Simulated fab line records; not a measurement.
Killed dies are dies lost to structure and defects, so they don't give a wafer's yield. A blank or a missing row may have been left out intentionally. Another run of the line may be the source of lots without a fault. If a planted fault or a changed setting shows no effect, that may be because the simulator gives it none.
Comparing a struck lot with a sound one / flow sky130 / 31 steps out of a route of 708
Sound: the wafers L194.2, L194.3, L194.5. Struck: wafer L207.5 (left out: L207.2, L207.4 of the same lot, which were not struck); the cause appears at the end.
For every step that has rows: the tool of each side, followed by ch and its chambers, followed by its first start. Under that, the readings that differ: sound wafers / struck wafers / difference of the means / sigmas: that difference in standard deviations of wafers without a fault.
alike: a reading whose means differ by less than 2 such deviations, as well as words and numbers matching on both sides. not compared: withheld readings; readings where some wafer has no value; bounds like >300 that might hide an equal value; numbers whose values overlap and for which the record gives no deviation.
A row with sigmas, a row that says differs or no value, or rows on one side alone: a step with any of these is where the two part. Non-overlapping numbers with no deviation appear without sigmas and do not part them. Lack of a reading on every wafer of one side parts them only where that side has two or more wafers.

SKY_LI_CONTACT_OVL_MEAS_13:
  sound on overlay-02, day 30 02:25; struck on overlay-01, day 34 17:31
  alike: LI_CONTACT_OVL
then, 1 step without rows for these wafers: SKY_LI_CONTACT_ETCH_14 (etches BARC in N2/H2, stops on SiO2, time 45.9 s, target depth 60 nm).
SKY_LI_CONTACT_ETCH_15: etches PSG in C4F8/O2/Ar, stops on Si, target depth 600 nm.
  sound on rieDiel-03 ch 0,2, day 30 02:29; struck on rieDiel-03 ch 1, day 34 17:35
  alike: oesProductAu
then, 3 steps without rows for these wafers: SKY_LI_CONTACT_STRIP_16 (strips in O2/N2); SKY_LI_CONTACT_CLEAN_17 (cleans in NMP, time 600 s); SKY_LI_CONTACT_PRE_CLEAN_18 (time 5.6 s).
SKY_LI_CONTACT_SPUTTER_19: material Ti, target thk 20 nm, time 106.37 s.
  sound on pvdSputter-04, day 30 02:52; struck on pvdSputter-02, day 34 17:58
reading=throttleValvePct (%); sound=28.1 29.7 28.9; struck=32.0; difference=+3.1; sigmas=+3
  alike: substrateTempC
then, 1 step without rows for these wafers: SKY_LI_CONTACT_SPUTTER_20 (material TiN, target thk 20 nm, time 80 s).
SKY_LI_CONTACT_CVD_21: deposits W, target thk 400 nm, time 120.56 s.
  sound on cvdW-01 ch 0,1, day 30 03:00; struck on cvdW-01 ch 1, day 34 18:06
reading=heaterPowerW (W); sound=802 852 848; struck=882; difference=+48; sigmas=+2
SKY_LI_CONTACT_RS_MEAS_22: uses a four-point probe to measure.
  sound on filmMetro-02, day 30 03:09; struck on filmMetro-02, day 34 18:15
reading=LI_CONTACT_W_RS (ohm/sq); sound=0.275 0.284 0.283; struck=0.288; difference=+0.007; sigmas=+2
SKY_LI_CONTACT_THK_MEAS_23: measures by xrf.
  sound on filmMetro-02, day 30 03:16; struck on filmMetro-02, day 34 18:22
  alike: LI_CONTACT_W_THK
then, 1 step without rows for these wafers: SKY_LI_CONTACT_CMP_24 (polishes, stops on PSG, t overpolish 20 s, target thk 0 nm).
SKY_LOCAL_INTERCONNECT_SPUTTER_00: material TiN, target thk 100 nm, time 83.3 s.
  sound on pvdSputter-01, day 30 03:37; struck on pvdSputter-04, day 34 18:43
reading=model.TiN_of_LOCAL_INTERCONNECT_SPUTTER_00.thkNm (nm); sound=99.24 99.03 99.14; struck=106.3; difference=+7.2; sigmas=
  alike: substrateTempC, throttleValvePct
SKY_LOCAL_INTERCONNECT_RS_MEAS_01: uses a four-point probe to measure.
  sound on filmMetro-03, day 30 03:41; struck on filmMetro-03, day 34 18:47
reading=LOCAL_INTERCONNECT_TIN_RS (ohm/sq); sound=14.25 14.32 14.26; struck=13.28; difference=-1.00; sigmas=-7
SKY_LOCAL_INTERCONNECT_THK_MEAS_02: measures by xrf.
  sound on filmMetro-03, day 30 03:48; struck on filmMetro-03, day 34 18:54
reading=LOCAL_INTERCONNECT_TIN_THK (nm); sound=97.7 97.5 97.8; struck=104.5; difference=+6.8; sigmas=+7
then, 8 steps without rows for these wafers: SKY_LOCAL_INTERCONNECT_DEHYDRATE_03 (time 60 s); SKY_LOCAL_INTERCONNECT_HMDS_04 (prime time 60 s); SKY_LOCAL_INTERCONNECT_COAT_05 (resist thk 60 nm); SKY_LOCAL_INTERCONNECT_COAT_06 (resist thk 450 nm); SKY_LOCAL_INTERCONNECT_SOFTBAKE_07 (time 90 s); SKY_LOCAL_INTERCONNECT_EXPOSE_08 (exposes mask LI1M, target cd 170 nm); SKY_LOCAL_INTERCONNECT_PEB_09; SKY_LOCAL_INTERCONNECT_DEVELOP_10 (develop time 60 s).
SKY_LOCAL_INTERCONNECT_CD_MEAS_11 targets a cd of 170 nm.
  sound on cdSem-02, day 31 07:14; struck on cdSem-02, day 35 20:44
  alike: cdNm
SKY_LOCAL_INTERCONNECT_OVL_MEAS_12:
  sound on overlay-02, day 31 07:20; struck on overlay-02, day 35 20:50
  alike: LOCAL_INTERCONNECT_OVL
SKY_LOCAL_INTERCONNECT_ETCH_13: etches BARC in N2/H2, stops on SiO2, time 45.9 s, target depth 60 nm.
  sound on rieMetal-02 ch 0,1, day 31 07:22; struck on rieMetal-03 ch 1, day 35 20:52
reading=drypumpMotorCurrentA (A); sound=5.7 6.0 6.0; struck=4.9; difference=-1.0; sigmas=-3
  alike: heBacksideLeakSccm, oesProductAu, throttleValvePct
  not compared: rfHoursCounterH
SKY_LOCAL_INTERCONNECT_METAL_ETCH_14: etches TiN in Cl2/BCl3, stops on PSG, target depth 110 nm, time 31.4 s.
  sound on rieMetal-02 ch 0,1, day 31 07:26; struck on rieMetal-03 ch 1, day 35 20:56
reading=drypumpMotorCurrentA (A); sound=5.7 6.0 6.0; struck=5.0; difference=-0.9; sigmas=-2
reading=oesProductAu (a.u.); sound=0.930 0.938 0.935; struck=0.975; difference=+0.041; sigmas=+6
reading=throttleValvePct (%); sound=21.911 21.904 21.889; struck=21.867; difference=-0.034; sigmas=-4
  alike: heBacksideLeakSccm
  not compared: rfHoursCounterH
SKY_LOCAL_INTERCONNECT_STRIP_15: strips in O2/N2.
  sound on plasmaAsher-04 ch 0,1, day 31 07:29; struck on plasmaAsher-01 ch 1, day 35 20:59
  alike: drypumpMotorCurrentA, oesProductAu, stripTimeToEndpointS
  not compared: rfHoursCounterH
SKY_LOCAL_INTERCONNECT_STRIP_16: strips in post etch residue remover, time 1200 s.
  sound on wetBench-01 ch 0, day 31 07:35; struck on wetBench-01 ch 2, day 35 21:05
reading=model.TiN_of_LOCAL_INTERCONNECT_SPUTTER_00.thkNm (nm); sound=98.82 98.61 98.72; struck=105.9; difference=+7.2; sigmas=
then, 1 step without rows for these wafers: SKY_LOCAL_INTERCONNECT_CLEAN_17 (cleans in IPA, time 180 s).
-- the record jumps here: 14 days lie between the struck wafers' starts before and after (it left off in module LOCAL_INTERCONNECT and takes up again in module PAD_OPEN, whose first step shown is number 708 of the route) --
SKY_PAD_OPEN_PROBE_99:
  sound on prober-02, day 46 12:04; struck on prober-01, day 49 15:58
reading=model.etest.resLi.lineOhmUm; sound=75.79 76.12 76.22; struck=71.31; difference=-4.73; sigmas=
reading=model.etest.resLi.rsOhmSq; sound=13.05 12.92 12.91; struck=12.15; difference=-0.81; sigmas=
  alike: killed_at_M0_to_M3, killed_at_M4_up, killedAtContacts, killedAtFrontEnd, killedAtOther, killedDies, killedOpen, killedShort

WHERE THEY PART
Last at SKY_LOCAL_INTERCONNECT_METAL_ETCH_14 as far as this record goes, first at SKY_LI_CONTACT_SPUTTER_19. Later steps at which nothing parts them and some readings are alike: SKY_LOCAL_INTERCONNECT_STRIP_15, SKY_PAD_OPEN_PROBE_99.

WHY: whatever the simulator had introduced
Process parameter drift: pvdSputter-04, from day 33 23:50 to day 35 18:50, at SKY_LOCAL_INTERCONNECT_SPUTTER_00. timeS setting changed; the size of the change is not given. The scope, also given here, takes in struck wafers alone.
